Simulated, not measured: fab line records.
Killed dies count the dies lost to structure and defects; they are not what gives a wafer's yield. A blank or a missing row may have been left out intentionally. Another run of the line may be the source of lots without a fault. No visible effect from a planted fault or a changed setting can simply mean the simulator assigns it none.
A single fault, viewed from 2 desks | flow gf180mcu | every desk sees just its own numbers, and what lay behind them comes last

FROM THE METROLOGY DESK
What the gauges read for every lot (on any tool): the sampled wafers with a number, averaged. Marked OUT: a lot whose mean sits more than 4 standard deviations from the usual mean, which makes it out of limits; the brackets give that distance.
Columns: A = cd nm at GF_HV_LDD_CD_MEAS_46, usual 400.7 nm; B = HV_LDD_4_TW at GF_HV_LDD_TW_MEAS_50, usual 565; C = NSD_RS at GF_PSD_RS_MEAS_14, usual 46.18 ohm/sq
lot  | first seen here | A     | B   | C
L247 | day 12 16:21    | 397.7 | 566 | 46.13
L250 | day 13 14:38    | 400.6 | 570 | 46.19
L251 | day 13 23:59    | 401.4 | 558 | 46.18
L252 | day 14 13:32    | 401.5 | 558 | 46.15
L255 | day 15 10:09    | 402.2 | 566 | 46.14
L256 | day 15 16:24    | 401.2 | 571 | 46.20
L262 | day 17 09:44    | 403.4 | 561 | 46.13
L264 | day 18 00:11    | 398.5 | 565 | 46.14
L265 | day 18 08:22    | 398.4 | 567 | 47.92 (+24) OUT
L266 | day 18 15:39    | 400.0 | 574 | 48.20 (+28) OUT
L267 | day 19 00:30    | 399.9 | 564 | 46.22
L268 | day 19 09:17    | 400.9 | 563 | 46.12
Finding of this desk: L265, L266 out of limits, first seen on L265 at day 20 16:22 (NSD_RS at GF_PSD_RS_MEAS_14). L247, L250, L251, L252, L255, L256, L262, L264, L267, L268 stayed within limits.

THE TOOL OWNER'S DESK: implanter-01
The tool's own readings at GF_NSD_IMPLANT_09, given as means over the sampled wafers that have a number, one for each lot that went through this tool. Marked OUT: a lot whose mean sits more than 4 standard deviations from the usual mean, which makes it out of limits; the brackets give that distance.
Columns: A = beam on s at GF_NSD_IMPLANT_09, usual 19.5 s; B = dose ions cm2 at GF_NSD_IMPLANT_09, usual 4.001e+15; C = end station pressure torr at GF_NSD_IMPLANT_09, usual 1.25e-05 Torr
lot  | first seen here | A               | B                           | C
L250 | day 14 14:35    | 19.7            | 4.000e+15                   | 1.28e-05
L255 | day 16 12:58    | 19.9            | 4.003e+15                   | 1.22e-05
L256 | day 16 17:49    | 19.7            | 4.003e+15                   | 1.22e-05
L262 | day 18 13:04    | 19.6            | 3.999e+15                   | 1.33e-05
L265 | day 19 14:08    | 14.9 (-4.2) OUT | 3.040e+15 (-99 or more) OUT | 1.23e-05
L266 | day 19 18:49    | 15.3            | 3.050e+15 (-99 or more) OUT | 1.37e-05
This desk's finding: out of limits on L265, L266; first on L265, day 19 14:08 (beam on s at GF_NSD_IMPLANT_09). L250, L255, L256, L262 stayed within limits.

PUT TOGETHER
On L265, L266, at day 19 14:08, an alarm was possible from the tool owner's desk.
Metrology desk: alarm possible at day 20 16:22 on L265, L266.
Every lot named ran GF_NSD_IMPLANT_09 on implanter-01.

WHAT THE SIMULATOR HAD PUT IN
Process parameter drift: implanter-01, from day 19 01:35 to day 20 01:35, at GF_NSD_IMPLANT_09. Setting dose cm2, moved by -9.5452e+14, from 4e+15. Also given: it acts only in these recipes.
Lots struck among those shown: L265, L266.
Time in hours from fault onset to the first out-of-limits reading at each desk: tool owner's desk 13, metrology desk 39.
